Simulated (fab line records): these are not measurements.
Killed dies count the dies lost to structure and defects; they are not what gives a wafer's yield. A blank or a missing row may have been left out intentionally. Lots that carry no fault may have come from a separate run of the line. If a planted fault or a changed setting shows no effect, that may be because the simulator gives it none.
What tool caused it?    flow sky130    24 lots, 72 wafers sampled, at 6 steps of a route of 708

WHAT THE GAUGES SHOWED, per wafer
SKY_VIA1_RS_MEAS_22: uses a four-point probe to measure.
lot   measured      on             VIA1_W_RS (ohm/sq)
L074  day 34 16:26  film metro-02  0.422 0.417 0.427
L075  day 34 22:44  film metro-01  0.420 0.426 0.428
L076  day 35 06:03  film metro-01  0.415 0.413 0.421
L077  day 35 10:52  film metro-04  0.430 0.426 0.428
L078  day 35 23:22  film metro-04  0.421 0.418 0.415
L079  day 36 05:05  film metro-02  0.421 0.423 0.424
L080  day 36 13:52  film metro-01  0.428 0.417 0.420
L081  day 37 05:27  film metro-01  0.425 0.421 0.425
L082  day 38 01:40  film metro-02  0.426 0.419 0.421
L083  day 38 03:20  film metro-01  0.421 0.426 0.431
L084  day 38 07:47  film metro-02  0.419 0.422 0.414
L085  day 38 14:09  film metro-01  0.431 0.430 0.430
L086  day 38 14:12  film metro-02  0.424 0.427 0.429
L087  day 38 16:54  film metro-01  0.425 0.427 0.429
L088  day 39 04:33  film metro-04  0.430 0.430 0.429
L089  day 39 09:14  film metro-04  0.429 0.424 0.429
L090  day 39 14:50  film metro-04  0.431 0.426 0.431
L091  day 39 21:23  film metro-04  0.427 0.423 0.426
L093  day 40 04:34  film metro-01  0.426 0.426 0.428
L092  day 40 11:55  film metro-01  0.424 0.423 0.427
L094  day 40 19:06  film metro-04  0.427 0.431 0.428
L095  day 41 01:00  film metro-04  0.428 0.422 0.421
L096  day 41 04:29  film metro-04  0.420 0.420 0.423
L097  day 41 10:43  film metro-02  0.426 0.422 0.426

SKY_METAL2_OVL_MEAS_16.
lot   measured      on          METAL2_OVL (nm)
L074  day 35 19:23  overlay-01  -1 -12 -4
L075  day 36 02:01  overlay-01  -3 -6 -11
L076  day 36 09:27  overlay-01  -3 0 -13
L077  day 36 14:13  overlay-01  -6 4 8
L078  day 37 02:08  overlay-02  -10 -1 -5
L079  day 37 07:55  overlay-01  -11 -6 -11
L080  day 37 16:59  overlay-01  -9 -6 -6
L081  day 38 08:24  overlay-01  -4 -9 -9
L082  day 39 04:47  overlay-01  2 4 7
L083  day 39 06:08  overlay-02  -22 -14 -13
L084  day 39 09:31  overlay-02  7 4 1
L085  day 39 16:13  overlay-02  -8 -3 -7
L086  day 39 16:37  overlay-01  -6 -2 -7
L087  day 39 18:25  overlay-02  -5 -4 -14
L088  day 40 06:55  overlay-02  3 4 3
L089  day 40 11:31  overlay-01  -1 -10 -1
L090  day 40 16:37  overlay-02  4 -5 -8
L091  day 40 22:51  overlay-01  9 0 -8
L093  day 41 05:22  overlay-02  3 -2 4
L092  day 41 12:59  overlay-01  0 -5 1
L094  day 41 19:32  overlay-01  0 1 -6
L095  day 42 01:25  overlay-01  -9 -12 -8
L096  day 42 05:45  overlay-02  -3 -2 5
L097  day 42 11:13  overlay-01  2 5 -3

SKY_CAPM_THK_MEAS_01.
lot   measured      on             CAPM_CVD_00_THK (nm)
L074  day 37 00:53  film metro-03  15.77 15.52 15.68
L075  day 37 07:47  film metro-03  15.28 15.24 15.51
L076  day 37 15:07  film metro-03  15.67 15.51 15.76
L077  day 37 19:06  film metro-01  15.25 15.41 15.46
L078  day 38 06:50  film metro-03  15.67 15.54 15.54
L079  day 38 13:28  film metro-03  15.55 15.49 15.55
L080  day 38 21:59  film metro-04  15.17 15.22 15.48
L081  day 39 13:08  film metro-03  15.12 15.20 15.43
L082  day 40 09:20  film metro-04  15.45 15.56 15.69
L083  day 40 10:41  film metro-04  15.35 15.64 15.40
L084  day 40 14:07  film metro-04  15.19 15.37 15.35
L085  day 40 20:42  film metro-04  14.99 15.16 15.60
L086  day 40 21:05  film metro-03  15.33 15.67 15.52
L087  day 40 22:02  film metro-04  15.67 15.85 15.71
L088  day 41 10:01  film metro-03  15.49 15.27 15.53
L089  day 41 14:55  film metro-03  14.99 15.29 15.50
L090  day 41 19:37  film metro-03  15.33 15.38 15.32
L091  day 42 02:07  film metro-03  15.45 15.44 15.49
L093  day 42 08:18  film metro-04  15.17 15.36 15.50
L092  day 42 15:43  film metro-03  15.30 15.64 15.68
L094  day 42 23:40  film metro-01  15.21 15.56 15.68
L095  day 43 05:16  film metro-04  15.36 15.82 16.08
L096  day 43 08:19  film metro-04  15.11 15.43 15.46
L097  day 43 13:52  film metro-03  14.94 15.24 15.16

SKY_CAPM_OVL_MEAS_12.
lot   measured      on          CAPM_OVL (nm)
L074  day 38 03:00  overlay-02  1.6 2.1 -0.3
L075  day 38 09:36  overlay-02  1.1 2.7 2.4
L076  day 38 17:12  overlay-02  0.3 -0.7 -0.8
L077  day 38 21:18  overlay-02  0.5 -3.1 1.0
L078  day 39 08:24  overlay-02  -2.2 -0.4 0.7
L079  day 39 14:44  overlay-02  -0.3 -2.3 -1.7
L080  day 40 00:01  overlay-01  0.4 -0.5 -0.3
L081  day 40 14:41  overlay-02  -1.7 -2.8 0.4
L082  day 41 09:29  overlay-02  -0.8 -0.1 -2.0
L083  day 41 10:27  overlay-02  0.0 1.4 0.3
L084  day 41 14:36  overlay-01  1.1 0.9 0.4
L085  day 41 20:56  overlay-01  1.9 1.1 2.5
L086  day 41 21:14  overlay-02  -2.5 0.0 -0.2
L087  day 41 22:13  overlay-02  -0.6 -2.9 0.1
L088  day 42 10:20  overlay-01  -1.8 -1.8 1.0
L089  day 42 14:45  overlay-01  -0.5 -1.4 -0.5
L090  day 42 19:42  overlay-02  -1.2 -0.7 -0.3
L091  day 43 01:41  overlay-02  -0.8 2.5 0.5
L093  day 43 08:35  overlay-01  2.6 4.6 1.4
L092  day 43 14:46  overlay-01  -0.3 -0.2 -0.4
L094  day 43 23:18  overlay-02  -1.0 -0.1 1.9
L095  day 44 04:39  overlay-01  -2.4 -0.6 -1.4
L096  day 44 07:52  overlay-01  1.2 -0.5 -1.5
L097  day 44 11:54  overlay-02  -0.1 1.7 0.1

WHAT TOOL EACH LOT RAN ON (gives the tool, then ch and the chambers of the sampled wafers, and finally the start)
lot   SKY_METAL2_DESCUM_17               SKY_VIA2_CMP_02
L074  rie metal-03 ch 0,1, day 35 19:26  cmp-01 ch 0,2,3, day 35 20:26
L075  rie metal-02 ch 0,1, day 36 02:03  cmp-01 ch 0,1,2, day 36 03:13
L076  rie metal-03 ch 0,1, day 36 09:29  cmp-01 ch 0,1,3, day 36 10:29
L077  rie metal-02 ch 0,1, day 36 14:15  cmp-02 ch 1,3, day 36 15:17
L078  rie metal-02 ch 0,1, day 37 02:11  cmp-01 ch 1,2,3, day 37 03:11
L079  rie metal-01 ch 1, day 37 07:58    cmp-02 ch 0,3, day 37 09:13
L080  rie metal-02 ch 0, day 37 17:02    cmp-01 ch 0,2, day 37 18:12
L081  rie metal-01 ch 1, day 38 08:26    cmp-01 ch 0,1, day 38 09:42
L082  rie metal-03 ch 0,1, day 39 04:50  cmp-01 ch 1,2,3, day 39 05:47
L083  rie metal-03 ch 0,1, day 39 06:11  cmp-01 ch 0,1,2, day 39 07:14
L084  rie metal-01 ch 0,1, day 39 09:33  cmp-02 ch 0,1,2, day 39 10:31
L085  rie metal-03 ch 0,1, day 39 16:15  cmp-01 ch 0,3, day 39 17:19
L086  rie metal-01 ch 0,1, day 39 16:39  cmp-02 ch 0,1,2, day 39 17:44
L087  rie metal-02 ch 0,1, day 39 18:26  cmp-01 ch 0,3, day 39 19:27
L088  rie metal-03 ch 0,1, day 40 06:56  cmp-02 ch 0,1, day 40 07:54
L089  rie metal-02 ch 0,1, day 40 11:33  cmp-01 ch 1,2,3, day 40 12:34
L090  rie metal-03 ch 1, day 40 16:39    cmp-01 ch 1,2, day 40 17:37
L091  rie metal-02 ch 0,1, day 40 22:53  cmp-02 ch 1,2,3, day 40 23:53
L093  rie metal-02 ch 0, day 41 05:24    cmp-01 ch 0,2,3, day 41 06:28
L092  rie metal-01 ch 0,1, day 41 13:01  cmp-02 ch 1,3, day 41 13:58
L094  rie metal-02 ch 0,1, day 41 19:35  cmp-02 ch 0,2,3, day 41 20:35
L095  rie metal-01 ch 0,1, day 42 01:27  cmp-01 ch 0,2,3, day 42 02:35
L096  rie metal-02 ch 0,1, day 42 05:47  cmp-01 ch 0,1,3, day 42 06:53
L097  rie metal-02 ch 0,1, day 42 11:16  cmp-01 ch 1,3, day 42 12:13
- SKY_METAL2_DESCUM_17: chemistry O2, time 8 s.
- SKY_VIA2_CMP_02: polishes SiO2.

WHAT THE TOOLS THEMSELVES READ (means of the sampled wafers that have a number; where no wafer has one, the mark that the record gives instead)
SKY_METAL2_DESCUM_17.
lot   tool          drypump motor current A (A)  he backside leak sccm (sccm)  oes product au (a.u.)
L074  rie metal-03  5.9                          3.26                          1.001
L075  rie metal-02  6.1                          3.31                          1.007
L076  rie metal-03  5.9                          3.34                          1.005
L077  rie metal-02  6.2                          3.32                          1.001
L078  rie metal-02  6.1                          3.43                          1.003
L079  rie metal-01  5.1                          3.36                          1.003
L080  rie metal-02  6.0                          3.40                          1.007
L081  rie metal-01  5.1                          3.21                          0.998
L082  rie metal-03  5.7                          3.27                          0.993
L083  rie metal-03  5.8                          3.38                          0.995
L084  rie metal-01  5.4                          3.51                          0.995
L085  rie metal-03  5.7                          3.37                          0.991
L086  rie metal-01  5.3                          3.28                          0.998
L087  rie metal-02  6.1                          3.36                          0.998
L088  rie metal-03  5.9                          3.35                          0.988
L089  rie metal-02  6.1                          3.43                          1.007
L090  rie metal-03  6.0                          3.33                          1.011
L091  rie metal-02  6.2                          3.29                          1.000
L093  rie metal-02  6.0                          3.45                          1.009
L092  rie metal-01  5.3                          3.21                          0.990
L094  rie metal-02  6.1                          3.45                          1.003
L095  rie metal-01  5.3                          3.33                          0.992
L096  rie metal-02  6.1                          3.41                          0.999
L097  rie metal-02  6.2                          3.49                          0.999

SKY_VIA2_CMP_02.
lot   tool    motor current A (A)
L074  cmp-01  10.7
L075  cmp-01  11.1
L076  cmp-01  10.5
L077  cmp-02  11.2
L078  cmp-01  11.4
L079  cmp-02  12.1
L080  cmp-01  10.9
L081  cmp-01  10.5
L082  cmp-01  11.5
L083  cmp-01  11.1
L084  cmp-02  12.3
L085  cmp-01  10.3
L086  cmp-02  12.1
L087  cmp-01  9.8
L088  cmp-02  11.6
L089  cmp-01  11.4
L090  cmp-01  11.3
L091  cmp-02  12.0
L093  cmp-01  11.0
L092  cmp-02  11.1
L094  cmp-02  12.5
L095  cmp-01  10.6
L096  cmp-01  10.6
L097  cmp-01  11.4

THE ANSWER, worked out from the rows above alone
Rule: the lots themselves supply what counts as usual. Put in order of their means at a reading, lots are off if they are a third of the lots or fewer, leave a main group of 4 or more, and stand apart from it by a gap of 3 or more times the standard deviation of the main group's means; of several such gaps the widest counts. Not used: any main group whose means are identical at the precision the tables above print for the reading. A lot without any number at a reading at which 4 lots or more have one is off too. Where the step has rows for the other lots, those lots are counted as sound. After the gauges, taken in route order, come the tools' own readings; for these a lot's mean is taken, as printed above. At the first step where some lot is off, the reading lying furthest off is the one used; lots without a number count as furthest.
Nothing can be told from this: no lot is off at any reading shown.

WHAT THE SIMULATOR PUT IN
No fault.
